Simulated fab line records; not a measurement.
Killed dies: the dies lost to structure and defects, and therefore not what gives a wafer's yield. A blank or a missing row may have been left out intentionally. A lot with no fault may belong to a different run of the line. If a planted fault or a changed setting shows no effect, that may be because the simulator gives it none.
Which tool was responsible? ; flow sky130 ; Sampling: 11 lots, 33 wafers, 7 of 708 route steps

WHAT EACH GAUGE READ, for each wafer
SKY_RES_XHIGH_TW_MEAS_09.
lot;measured;on;RES_XHIGH_TW
L262;day 27 08:38;film-metro-03;1637 1637 1645
L263;day 27 14:29;film-metro-03;1642 1643 1641
L264;day 28 13:01;film-metro-03;1643 1642 1647
L265;day 29 14:08;film-metro-03;1626 1627 1636
L266;day 29 22:48;film-metro-04;2035 2025 2030 2024 2014 2028
L268;day 30 14:37;film-metro-03;2005 2009 2020 2003 2013 2009
L270;day 30 18:08;film-metro-03;1644 1649 1636
L272;day 30 22:55;film-metro-02;1993 2002 2002 1997 1990 1996
L276;day 32 07:44;film-metro-04;1664 1658 1669
L281;day 33 10:44;film-metro-02;1625 1629 1624
L283;day 34 07:32;film-metro-02;1637 1636 1628

SKY_SD_N_CD_MEAS_07: target cd 380 nm.
lot;measured;on;cd-nm (nm)
L262;day 28 13:19;cd-sem-02;382.4 383.2 382.9
L263;day 28 18:58;cd-sem-01;383.6 382.1 384.5
L264;day 29 16:38;cd-sem-01;377.8 379.1 377.8
L265;day 30 18:15;cd-sem-01;378.7 382.0 379.6
L266;day 31 02:41;cd-sem-02;379.5 376.6 379.6
L268;day 31 18:04;cd-sem-02;377.9 378.8 378.6
L270;day 31 22:24;cd-sem-02;381.1 379.8 378.3
L272;day 32 02:16;cd-sem-01;384.4 382.3 382.6
L276;day 33 10:08;cd-sem-01;386.8 382.5 382.7
L281;day 34 10:28;cd-sem-02;383.5 382.1 385.2
L283;day 35 10:35;cd-sem-01;381.7 380.9 381.1

SKY_SD_N_OVL_MEAS_08.
lot;measured;on;SD_N_OVL (nm)
L262;day 28 13:26;overlay-02;1.4 1.9 0.1
L263;day 28 19:04;overlay-02;-0.8 -0.6 1.1
L264;day 29 16:45;overlay-01;-2.1 -1.5 -1.9
L265;day 30 18:21;overlay-01;0.7 0.2 1.0
L266;day 31 02:48;overlay-01;-3.0 -2.0 -1.5
L268;day 31 18:10;overlay-01;-3.4 -3.6 -3.4
L270;day 31 22:31;overlay-02;-2.2 -1.2 -1.9
L272;day 32 02:22;overlay-02;0.3 0.6 0.5
L276;day 33 10:15;overlay-02;-1.6 0.9 -1.2
L281;day 34 10:35;overlay-01;-2.9 -2.3 -0.9
L283;day 35 10:42;overlay-02;0.2 1.2 0.1

SKY_SD_N_RS_MEAS_18: uses a four-point probe to measure.
lot;measured;on;RES_XHIGH_RS (ohm/sq)
L262;day 28 14:24;film-metro-02;332.5 332.4 333.8
L263;day 28 20:02;film-metro-03;333.2 333.2 333.2
L264;day 29 17:42;film-metro-04;334.1 334.0 333.5
L265;day 30 19:19;film-metro-02;332.7 332.5 332.9
L266;day 31 03:47;film-metro-02;204.2 204.4 204.6 204.6 203.8 204.4
L268;day 31 19:10;film-metro-02;204.3 205.1 204.5 204.7 204.7 204.7
L270;day 31 23:32;film-metro-02;333.8 332.9 334.0
L272;day 32 03:22;film-metro-02;204.2 204.1 204.4 204.0 204.3 204.0
L276;day 33 11:12;film-metro-03;332.0 332.8 331.8
L281;day 34 11:33;film-metro-03;330.7 331.9 332.1
L283;day 35 11:40;film-metro-02;332.2 331.9 332.3

WHAT TOOL EACH LOT RAN ON (gives the tool, then ch and the chambers of the sampled wafers, and finally the start)
lot;SKY_POLY_CUT_STRIP_12;SKY_RES_XHIGH_IMPLANT_07;SKY_RES_XHIGH_STRIP_08
L262;plasma-asher-01 ch 0,1, day 24 22:04;implanter-04 ch 0, day 27 08:23;plasma-asher-01 ch 0,1, day 27 08:32
L263;plasma-asher-03 ch 1, day 25 03:34;implanter-03 ch 0, day 27 14:16;plasma-asher-02 ch 0,1, day 27 14:23
L264;plasma-asher-03 ch 1, day 26 02:49;implanter-03 ch 0, day 28 12:46;plasma-asher-04 ch 0, day 28 12:55
L265;plasma-asher-01 ch 0,1, day 27 04:37;implanter-04 ch 0, day 29 13:55;plasma-asher-02 ch 0,1, day 29 14:02
L266;plasma-asher-03 ch 0, day 27 14:10;implanter-03 ch 0, day 29 22:15;plasma-asher-01 ch 0,1, day 29 22:41
L268;plasma-asher-04 ch 0,1, day 28 05:32;implanter-03 ch 0, day 30 14:05;plasma-asher-04 ch 0,1, day 30 14:32
L270;plasma-asher-03 ch 0,1, day 28 09:49;implanter-01 ch 0, day 30 17:55;plasma-asher-01 ch 0, day 30 18:02
L272;plasma-asher-04 ch 0,1, day 28 14:27;implanter-04 ch 0, day 30 22:20;plasma-asher-04 ch 0,1, day 30 22:47
L276;plasma-asher-03 ch 0,1, day 29 22:52;implanter-04 ch 0, day 32 07:29;plasma-asher-01 ch 0,1, day 32 07:38
L281;plasma-asher-03 ch 0,1, day 31 03:52;implanter-01 ch 0, day 33 10:29;plasma-asher-02 ch 0,1, day 33 10:38
L283;plasma-asher-03 ch 0,1, day 32 03:37;implanter-04 ch 0, day 34 07:17;plasma-asher-02 ch 0,1, day 34 07:26
- SKY_POLY_CUT_STRIP_12: strips in O2/N2.
- SKY_RES_XHIGH_IMPLANT_07
- SKY_RES_XHIGH_STRIP_08: strips in O2/N2.

WHAT THE TOOLS THEMSELVES READ (means of the sampled wafers that have a number; where no wafer has one, the mark that the record gives instead)
SKY_POLY_CUT_STRIP_12.
lot;tool;drypump-motor-current-A (A);oes-product-au (a.u.);strip-time-to-endpoint-s (s)
L262;plasma-asher-01;6.1;0.452;5.351
L263;plasma-asher-03;5.8;0.452;5.379
L264;plasma-asher-03;5.8;0.449;5.348
L265;plasma-asher-01;6.1;0.452;5.336
L266;plasma-asher-03;5.4;0.449;5.360
L268;plasma-asher-04;5.6;0.454;5.344
L270;plasma-asher-03;5.7;0.456;5.378
L272;plasma-asher-04;5.6;0.452;5.368
L276;plasma-asher-03;5.7;0.450;5.364
L281;plasma-asher-03;5.7;0.449;5.347
L283;plasma-asher-03;5.5;0.454;5.361

SKY_RES_XHIGH_IMPLANT_07.
lot;tool;beam-energy-keV;beam-on-s (s)
L262;implanter-04;19.997;38.2
L263;implanter-03;19.998;43.5
L264;implanter-03;19.996;43.9
L265;implanter-04;19.998;38.2
L266;implanter-03;20.000;43.4
L268;implanter-03;20.011;44.0
L270;implanter-01;20.001;38.6
L272;implanter-04;20.003;38.1
L276;implanter-04;19.995;37.5
L281;implanter-01;19.998;38.7
L283;implanter-04;20.002;38.4

SKY_RES_XHIGH_STRIP_08.
lot;tool;drypump-motor-current-A (A);oes-product-au (a.u.);strip-time-to-endpoint-s (s)
L262;plasma-asher-01;6.1;0.714;14.25
L263;plasma-asher-02;5.8;0.713;14.23
L264;plasma-asher-04;5.7;0.715;14.24
L265;plasma-asher-02;5.8;0.711;14.23
L266;plasma-asher-01;6.1;0.685;15.05
L268;plasma-asher-04;5.4;0.682;15.00
L270;plasma-asher-01;6.3;0.711;14.27
L272;plasma-asher-04;5.6;0.684;15.06
L276;plasma-asher-01;6.0;0.708;14.25
L281;plasma-asher-02;5.8;0.707;14.27
L283;plasma-asher-02;5.8;0.708;14.33

THE ANSWER, worked out from the rows above alone
Rule: usual is defined by the lots themselves. The widest of any qualifying gaps counts: lots, ordered by their means at a reading, are off when they make up no more than a third of the lots, leave a main group of 4 or more, and stand apart from it by 3 or more times the standard deviation of that group's means. The tables above print the reading to a certain number of digits; a main group whose means all agree to those digits is not used. Also off: a lot with no number at a reading for which 4 or more lots have one. Where the step has rows for the other lots, those lots are counted as sound. Order of review: gauges by route order, followed by the tools' own readings, for which a lot's mean as printed above is used. The first step at which some lot is off is used, and at that step the reading that is off furthest; a lot without a number counts as furthest.
Off: L266, L268, L272, seen at SKY_RES_XHIGH_TW_MEAS_09 (RES_XHIGH_TW). For the main group the mean is 1640 and the standard deviation 11.
A tool fits if, at a process step before that reading, it ran every lot that is off, and no sound lot after the first of them. The gauges at SKY_RES_XHIGH_TW_MEAS_09 aren't tried: what is off there is off at SKY_RES_XHIGH_STRIP_08 too, on other tools, and a gauge's error can't cause that. None of those tried fits.

WHAT THE SIMULATOR PUT IN
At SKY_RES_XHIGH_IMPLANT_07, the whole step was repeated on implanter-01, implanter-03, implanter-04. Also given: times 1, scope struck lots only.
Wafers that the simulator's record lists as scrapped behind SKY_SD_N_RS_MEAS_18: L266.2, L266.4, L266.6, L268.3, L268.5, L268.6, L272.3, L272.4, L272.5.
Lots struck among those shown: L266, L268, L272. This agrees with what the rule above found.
